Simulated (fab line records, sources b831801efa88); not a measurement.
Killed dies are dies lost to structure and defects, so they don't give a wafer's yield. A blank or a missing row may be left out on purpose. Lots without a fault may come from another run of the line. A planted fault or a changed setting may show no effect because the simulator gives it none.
A struck lot beside a sound one | flow gf180mcu | 23 steps out of a route of 602
Sound: wafers L298.1, L298.2, L298.3. Struck: wafers L306.2, L306.4, L306.6. The cause comes at the end.
At each step with rows: each side's tool, then ch and its chambers, then its first start. Under that, the readings that differ: sound wafers | struck wafers | difference of the means | sigmas: that difference in standard deviations of wafers without a fault.
alike: readings whose means differ by less than 2 such deviations, and words and numbers that are the same on both sides. not compared: withheld readings, readings that some wafer has no value for, bounds like >300 that may hide the same value, and numbers for which the record gives no deviation and whose values overlap.
The two part at a step that has a row with sigmas, a row that says differs or no value, or rows on one side only. Numbers that don't overlap but have no deviation are shown without sigmas and don't part them. A reading that every wafer of one side lacks parts them only if that side has two wafers or more.

GF_V4_RS_MEAS_24: measures by four-point-probe.
  sound on film_metro-04, day 24 14:22; struck on film_metro-01, day 27 07:36
  alike: V4_W_RS
GF_V4_THK_MEAS_25: measures by xrf.
  sound on film_metro-04, day 24 14:29; struck on film_metro-01, day 27 07:43
  alike: V4_W_THK
GF_V4_CMP_26: polishes, stops on SiO2, t overpolish 15 s, target thk 0 nm.
  sound on cmp-02 ch 0,1,2, day 24 14:33; struck on cmp-01 ch 0,1,2, day 27 07:52
  alike: motor_current_A, overpolish_run_s, platen_rpm, slurry_flow_ml_min, time_to_endpoint_s
then, 3 steps without rows for these wafers: GF_MIM_SPUTTER_00 (material Ti, target thk 37.5 nm, time 150 s); GF_MIM_SPUTTER_01 (material TiN, target thk 30 nm, time 25 s); GF_MIM_SPUTTER_02 (material AlCu, target thk 450 nm, time 23.9 s).
GF_MIM_SPUTTER_03: material Ti, target thk 10 nm, time 6.7 s.
  sound on pvd_sputter-02, day 24 15:01; struck on pvd_sputter-04, day 27 08:13
  alike: cathode_dc_power_W, chamber_pressure_pa, substrate_temp_c, throttle_valve_pct
GF_MIM_SPUTTER_04: material TiN, target thk 50 nm, time 41.7 s.
  sound on pvd_sputter-02, day 24 15:02; struck on pvd_sputter-04, day 27 08:14
  alike: cathode_dc_power_W, chamber_pressure_pa, throttle_valve_pct
then, 1 step without rows for these wafers: GF_MIM_CVD_05 (deposits Si3N4, target thk 42 nm, time 29.086 s).
GF_MIM_THK_MEAS_06:
  sound on film_metro-03, day 24 15:07; struck on film_metro-04, day 27 08:19
  alike: MIM_CVD_05_THK
then, 1 step without rows for these wafers: GF_MIM_SPUTTER_07 (material TiN, target thk 60 nm, time 50 s).
GF_MIM_SPUTTER_08: material AlCu, target thk 200 nm, time 10.6 s.
  sound on pvd_sputter-03, day 24 15:13; struck on pvd_sputter-03, day 27 08:25
  alike: cathode_dc_power_W, chamber_pressure_pa, throttle_valve_pct
GF_MIM_SPUTTER_09: material TiN, target thk 35 nm, time 29.2 s.
  sound on pvd_sputter-03, day 24 15:14; struck on pvd_sputter-03, day 27 08:26
  no value came back on the struck wafers for cathode_dc_power_W (W), chamber_pressure_pa (Pa), throttle_valve_pct (%); on the sound wafers cathode_dc_power_W (W) reads 6500.3 6501.7 6502.0
GF_MIM_THK_MEAS_11: measures by xrf.
  sound on film_metro-02, day 24 15:23; struck on film_metro-02, day 27 08:36
  reading           | sound             | struck            | difference | sigmas
  MIM_ALCU_THK (nm) | 199.3 194.7 195.6 | 215.9 214.8 214.3 | +18.5      | +7
then, 7 steps without rows for these wafers: GF_MIM_DEHYDRATE_12 (time 60 s); GF_MIM_HMDS_13 (prime time 60 s); GF_MIM_COAT_14 (resist thk 1000 nm); GF_MIM_SOFTBAKE_15 (time 60 s); GF_MIM_EXPOSE_16 (exposes mask FuseTop, target cd 2000 nm); GF_MIM_PEB_17; GF_MIM_DEVELOP_18 (develop time 60 s).
GF_MIM_METAL_ETCH_19: etches the open film in Cl2/BCl3, stops on Si3N4, target depth 324.5 nm, time 54.1 s.
  sound on rie_metal-04 ch 0,1, day 25 11:48; struck on rie_metal-03 ch 0,1, day 28 04:08
  reading                | sound                | struck               | difference | sigmas
  oes_product_au (a.u.)  | 0.950 0.932 0.942    | 0.993 1.001 0.999    | +0.056     | +8
  throttle_valve_pct (%) | 28.280 28.291 28.284 | 28.239 28.227 28.238 | -0.050     | -5
  alike: drypump_motor_current_A, mfc_cl2_sccm
  not compared: rf_hours_counter_h
GF_MIM_STRIP_20: strips in O2/N2.
  sound on plasma_asher-01 ch 0,1, day 25 11:52; struck on plasma_asher-01 ch 0,1, day 28 04:13
  alike: drypump_motor_current_A, heater_power_w, o2_flow_sccm, oes_product_au, strip_time_to_endpoint_s
  not compared: rf_hours_counter_h

WHERE THEY PART
First at GF_MIM_SPUTTER_09; last, within this record, at GF_MIM_METAL_ETCH_19. Later steps at which nothing parts them and some readings are alike: GF_MIM_STRIP_20.

WHY: what the simulator had put in
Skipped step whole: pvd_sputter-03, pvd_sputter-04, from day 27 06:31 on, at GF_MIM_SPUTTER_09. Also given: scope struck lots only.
